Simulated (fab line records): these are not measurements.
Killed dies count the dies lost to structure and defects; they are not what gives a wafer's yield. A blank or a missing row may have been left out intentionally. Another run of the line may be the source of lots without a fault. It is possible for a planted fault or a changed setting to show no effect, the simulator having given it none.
Chamber matching -- flow sky130 -- 4 sister chambers for SKY_CONTACT_CMP_27 on cmp-02
The step polishes, stops on SiO2, t overpolish 15 s, target thk 0 nm. 8 wafers are shown with their chamber, then 7 later ones without.

## WAFERS, EACH WITH ITS CHAMBER
wafer,chamber,motor-current-A (A),time-to-endpoint-s (s)
L302.6,2,11.2,80.3
L303.5,3,12.5,82.4
L303.6,0,9.2,82.4
L309.1,1,10.9,88.0
L309.2,3,11.9,86.6
L309.5,1,11.5,85.0
L312.1,2,11.4,83.5
L312.4,0,8.9,81.3

## WAFERS WITHOUT THEIR CHAMBER
wafer,motor-current-A (A),time-to-endpoint-s (s)
L312.5,12.0,83.6
L315.2,12.9,87.0
L315.3,11.2,85.0
L315.4,11.5,84.7
L316.2,9.4,87.0
L316.5,10.5,86.7
L316.6,11.8,80.8

## THE CHAMBER EACH PASSED THROUGH
wafer,from the rows above,in truth
L312.5,can't be placed: 3 or 2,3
L315.2,3,3
L315.3,can't be placed: 1 or 2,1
L315.4,can't be placed: 1 or 2 or 3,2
L316.2,0,0
L316.5,can't be placed: 1 or 2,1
L316.6,can't be placed: 2 or 3 or 1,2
Placed correctly: 2 of 7. These rows do not allow placing 5 (true chamber among the candidates in 5). Wrongly placed: 0.
How it was worked out, from the rows above alone: a wafer's distance from a chamber is the root of the sum, over the readings, of the square of ((its reading less the chamber's mean) divided by the reading's scatter). The wafer belongs to the nearest chamber; if the next one is less than 2 further off, it can't be placed. A chamber's mean is the mean of its shown wafers. The scatter is the square root of a quotient: the sum, over the shown wafers, of each reading's squared deviation from its chamber's mean, divided by wafers minus chambers.
